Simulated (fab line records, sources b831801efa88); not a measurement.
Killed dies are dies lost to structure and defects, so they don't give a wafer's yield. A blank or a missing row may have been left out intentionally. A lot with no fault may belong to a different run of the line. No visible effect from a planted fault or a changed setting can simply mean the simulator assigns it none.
Which of the tools did it? / flow gf180mcu / 15 lots with 45 wafers sampled at 2 steps, on a route of 602 steps

== WHAT EACH GAUGE READ, for each wafer ==
GF_V5_BOW_MEAS_05. Usual: V5_BOW typically reads 132 um, with standard deviation 10.
lot=L603; measured=day 26 15:31; on=film-metro-03; V5_BOW (um)=135 132 133; flag=
lot=L604; measured=day 26 19:36; on=film-metro-03; V5_BOW (um)=128 122 126; flag=
lot=L605; measured=day 27 08:13; on=film-metro-03; V5_BOW (um)=126 114 106; flag=
lot=L606; measured=day 27 14:22; on=film-metro-03; V5_BOW (um)=129 119 130; flag=
lot=L608; measured=day 28 10:40; on=film-metro-01; V5_BOW (um)=131 127 125; flag=
lot=L610; measured=day 28 21:42; on=film-metro-02; V5_BOW (um)=123 113 137; flag=
lot=L611; measured=day 29 11:22; on=film-metro-01; V5_BOW (um)=137 142 142; flag=
lot=L612; measured=day 29 17:10; on=film-metro-02; V5_BOW (um)=124 116 128; flag=
lot=L613; measured=day 29 19:43; on=film-metro-01; V5_BOW (um)=125 135 145; flag=
lot=L617; measured=day 30 20:36; on=film-metro-03; V5_BOW (um)=129 123 128; flag=
lot=L620; measured=day 31 12:43; on=film-metro-03; V5_BOW (um)=119 123 113; flag=
lot=L622; measured=day 31 23:22; on=film-metro-02; V5_BOW (um)=123 130 129; flag=
lot=L623; measured=day 32 06:10; on=film-metro-03; V5_BOW (um)=139 132 136; flag=
lot=L624; measured=day 32 11:43; on=film-metro-01; V5_BOW (um)=145 143 144; flag=
lot=L625; measured=day 32 13:45; on=film-metro-01; V5_BOW (um)=140 143 141; flag=

== TOOL THAT RAN EACH LOT (tool first, then ch and the chambers of the sampled wafers, then the start) ==
lot=L603; GF_MIM_STRIP_20=plasma-asher-01 ch 1, day 25 16:32
lot=L604; GF_MIM_STRIP_20=plasma-asher-01 ch 0,1, day 25 20:28
lot=L605; GF_MIM_STRIP_20=plasma-asher-03 ch 0,1, day 26 09:24
lot=L606; GF_MIM_STRIP_20=plasma-asher-01 ch 0,1, day 26 15:51
lot=L608; GF_MIM_STRIP_20=plasma-asher-03 ch 0,1, day 27 13:32
lot=L610; GF_MIM_STRIP_20=plasma-asher-01 ch 0,1, day 28 00:35
lot=L611; GF_MIM_STRIP_20=plasma-asher-03 ch 0,1, day 28 14:23
lot=L612; GF_MIM_STRIP_20=plasma-asher-03 ch 1, day 28 20:30
lot=L613; GF_MIM_STRIP_20=plasma-asher-02 ch 0,1, day 28 23:23
lot=L617; GF_MIM_STRIP_20=plasma-asher-02 ch 0,1, day 30 00:53
lot=L620; GF_MIM_STRIP_20=plasma-asher-01 ch 0,1, day 30 17:20
lot=L622; GF_MIM_STRIP_20=plasma-asher-03 ch 0, day 31 04:32
lot=L623; GF_MIM_STRIP_20=plasma-asher-02 ch 0,1, day 31 10:38
lot=L624; GF_MIM_STRIP_20=plasma-asher-03 ch 0,1, day 31 16:56
lot=L625; GF_MIM_STRIP_20=plasma-asher-02 ch 0,1, day 31 19:05
- GF_MIM_STRIP_20: strips in O2/N2.

== AS READ BY THE TOOLS THEMSELVES (means over the sampled wafers that have a number; for cases with no such wafer, the mark the record gives instead) ==
GF_MIM_STRIP_20. Usual: drypump-motor-current-A 5.7 A, standard deviation 0.47; heater-power-w 325 W, standard deviation 23; oes-product-au 0.692 a.u., standard deviation 0.0045; strip-time-to-endpoint-s 11.23 s, standard deviation 0.039.
lot=L603; tool=plasma-asher-01; drypump-motor-current-A (A)=5.0; heater-power-w (W)=354; oes-product-au (a.u.)=0.693; strip-time-to-endpoint-s (s)=11.28; flag=
lot=L604; tool=plasma-asher-01; drypump-motor-current-A (A)=5.4; heater-power-w (W)=326; oes-product-au (a.u.)=0.691; strip-time-to-endpoint-s (s)=11.20; flag=
lot=L605; tool=plasma-asher-03; drypump-motor-current-A (A)=5.8; heater-power-w (W)=311; oes-product-au (a.u.)=0.692; strip-time-to-endpoint-s (s)=11.18; flag=
lot=L606; tool=plasma-asher-01; drypump-motor-current-A (A)=5.2; heater-power-w (W)=339; oes-product-au (a.u.)=0.689; strip-time-to-endpoint-s (s)=11.27; flag=
lot=L608; tool=plasma-asher-03; drypump-motor-current-A (A)=5.8; heater-power-w (W)=306; oes-product-au (a.u.)=0.690; strip-time-to-endpoint-s (s)=11.26; flag=
lot=L610; tool=plasma-asher-01; drypump-motor-current-A (A)=5.2; heater-power-w (W)=338; oes-product-au (a.u.)=0.691; strip-time-to-endpoint-s (s)=11.24; flag=
lot=L611; tool=plasma-asher-03; drypump-motor-current-A (A)=5.9; heater-power-w (W)=309; oes-product-au (a.u.)=0.688; strip-time-to-endpoint-s (s)=11.23; flag=
lot=L612; tool=plasma-asher-03; drypump-motor-current-A (A)=6.0; heater-power-w (W)=305; oes-product-au (a.u.)=0.694; strip-time-to-endpoint-s (s)=11.24; flag=
lot=L613; tool=plasma-asher-02; drypump-motor-current-A (A)=6.2; heater-power-w (W)=352; oes-product-au (a.u.)=0.690; strip-time-to-endpoint-s (s)=11.19; flag=
lot=L617; tool=plasma-asher-02; drypump-motor-current-A (A)=5.8; heater-power-w (W)=330; oes-product-au (a.u.)=0.690; strip-time-to-endpoint-s (s)=11.18; flag=
lot=L620; tool=plasma-asher-01; drypump-motor-current-A (A)=5.2; heater-power-w (W)=339; oes-product-au (a.u.)=0.693; strip-time-to-endpoint-s (s)=11.26; flag=
lot=L622; tool=plasma-asher-03; drypump-motor-current-A (A)=5.7; heater-power-w (W)=315; oes-product-au (a.u.)=0.695; strip-time-to-endpoint-s (s)=11.26; flag=
lot=L623; tool=plasma-asher-02; drypump-motor-current-A (A)=6.2; heater-power-w (W)=346; oes-product-au (a.u.)=0.696; strip-time-to-endpoint-s (s)=11.25; flag=
lot=L624; tool=plasma-asher-03; drypump-motor-current-A (A)=5.8; heater-power-w (W)=310; oes-product-au (a.u.)=0.694; strip-time-to-endpoint-s (s)=11.23; flag=
lot=L625; tool=plasma-asher-02; drypump-motor-current-A (A)=5.9; heater-power-w (W)=330; oes-product-au (a.u.)=0.696; strip-time-to-endpoint-s (s)=11.27; flag=

== THE ANSWER, worked out from the rows above alone ==
Rule: take the mean of a lot's wafers that have a number; if it is more than 3 standard deviations from the usual mean, the lot is off. Also off: a lot with no number at a reading for which 4 or more lots have one. The other lots that the step has rows for count as sound. First the gauges in route order, then the tools' own readings, where a lot's mean is used as printed above. The first step at which some lot is off is used, and at that step the reading that is off furthest; a lot without a number counts as furthest.
No lot is off on any of the readings shown, so nothing can be concluded from this.

== WHAT THE SIMULATOR HAD INSERTED ==
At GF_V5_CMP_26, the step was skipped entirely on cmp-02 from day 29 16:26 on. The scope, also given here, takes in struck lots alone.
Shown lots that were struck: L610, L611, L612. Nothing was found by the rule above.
